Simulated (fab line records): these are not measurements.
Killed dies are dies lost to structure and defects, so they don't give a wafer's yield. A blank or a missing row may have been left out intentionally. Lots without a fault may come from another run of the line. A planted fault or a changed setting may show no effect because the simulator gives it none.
Problem report, 8D (eight disciplines) form, completed by code    flow gf180mcu    the parts of the form that need people (team, actions taken, sign-off) are left out

## 1. WHAT IS WRONG
V4_W_RS at GF_V4_RS_MEAS_24 reads a mean of 0.383 ohm/sq on 3 wafers of 1 lot; wafers without a fault read 0.327 ohm/sq with a standard deviation of 0.0039. Measured from the usual mean, that is +14 standard deviations.
The step: measures by four-point-probe.
Earliest sighting: wafer L259.1 on film metro-01 at day 30 13:51. The record holds 33 wafers of 11 lots with a number at this step. The rule behind "out" and "out of limits": a value lying over 4 standard deviations away from the usual mean. The rest of the wafers with a number are treated as sound.

## 2. WHAT IT IS, AND WHAT IT ISN'T
question                     is                      is not
which readings at this step  V4_W_RS                 -
which lots                   L259                    L239, L242, L243, L246, L248, L250, L253, L255, L258, L262
which wafers of those lots   all that have a number  -
read on which gauges         film metro-01           film metro-03, film metro-04
when                         from day 30 13:51       up to then (27 sound wafers); but 3 sound wafers of L262 came after

## 3. WHAT RULES OUT EACH SUSPECT
Counting: a tool at any process step up to the reading remains a suspect when it ran all the lots that are out and ran no sound lot after the first of those.
- ruled out: the gauge at GF_V4_RS_MEAS_24. All the wafers that are out were read on film metro-01, but those of them that GF_V4_CVD_23 has rows for are out there too, on other tools.
- cvd w-01 at GF_V4_CVD_23 (deposits W, target thk 350 nm, time 104.9 s): kept. It ran the lot that is out, L259 (day 30 13:44), and no sound lot after that; its last sound lot up to then is L253 (day 29 04:17). Out on those wafers are its own readings of chamber pressure Torr.
Remaining after the count: cvd w-01 at GF_V4_CVD_23.

## 4. THE CAUSE (what the simulator had put in)
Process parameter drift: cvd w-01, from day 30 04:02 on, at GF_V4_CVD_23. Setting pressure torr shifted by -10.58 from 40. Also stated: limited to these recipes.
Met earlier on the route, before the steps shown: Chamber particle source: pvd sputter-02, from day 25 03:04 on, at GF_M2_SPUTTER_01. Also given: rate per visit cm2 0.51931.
This tool alone remained once counting was done.

## 5. SEQUENCE OF EFFECTS, ordered by route
Each row: a reading where the mean over the struck wafers with a number is more than 3 standard deviations away from the usual. Only readings for which the record gives a usual standard deviation are gone through. hours: the time from each lot's start at the first step in this table that gives one to its start at this step, as a median over the lots. sigmas: the change in usual standard deviations.
hours  step                     reading                usual         on struck wafers  change  sigmas
0      GF_V4_CVD_23             chamber pressure Torr  40.02 Torr    29.40             -10.62  -99 or more
0      GF_V4_RS_MEAS_24         V4_W_RS                0.327 ohm/sq  0.383             +0.056  +14
0      GF_V4_THK_MEAS_25        V4_W_THK               344 nm        297               -47     -9.8
0      GF_V4_CMP_26             time to endpoint s     85 s          72                -13     -4.1
90     GF_PASSIVATION_PROBE_99  defect limited yield   90.6 %        84.3              -6.3    -4.0
90     GF_PASSIVATION_PROBE_99  killed_at_M0_to_M3     20            58                +38     +8.4
90     GF_PASSIVATION_PROBE_99  killed dies            46            77                +31     +4.0
90     GF_PASSIVATION_PROBE_99  sort_bin_3_pad_short   0.5 %         1.7               +1.2    +3.3
90     GF_PASSIVATION_PROBE_99  sort_bin_5_function    5.5 %         9.7               +4.2    +3.8
90     GF_PASSIVATION_PROBE_99  sort n pass            446           415               -31     -4.0
90     GF_PASSIVATION_PROBE_99  sort yield pct         90.6 %        84.3              -6.3    -4.0
The process steps in it:
- GF_V4_CVD_23: deposits W, target thk 350 nm, time 104.9 s.
- GF_V4_CMP_26: polishes, stops on SiO2, t overpolish 15 s, target thk 0 nm.
- GF_PASSIVATION_PROBE_99
At these later measuring or inspecting steps, every struck wafer for which the step has a row has a number for every such reading, and none has moved that far: GF_M5_CD_MEAS_07.

## 6. WHAT WOULD HAVE CAUGHT IT SOONER
Counted from the fault's start at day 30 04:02, it took 10 hours until the first out-of-limits reading at a measuring or inspecting step in this record, taken at day 30 13:51.
Tool's own readings at GF_V4_CVD_23, chamber pressure Torr: out on all struck wafers the step has rows for; an alarm limit on them would have tripped on the first.
The start of GF_V4_CVD_23 on cvd w-01 came by day 30 13:51 for every one of the lots that are out (1). Holding the tool at that point would not have protected any of them.
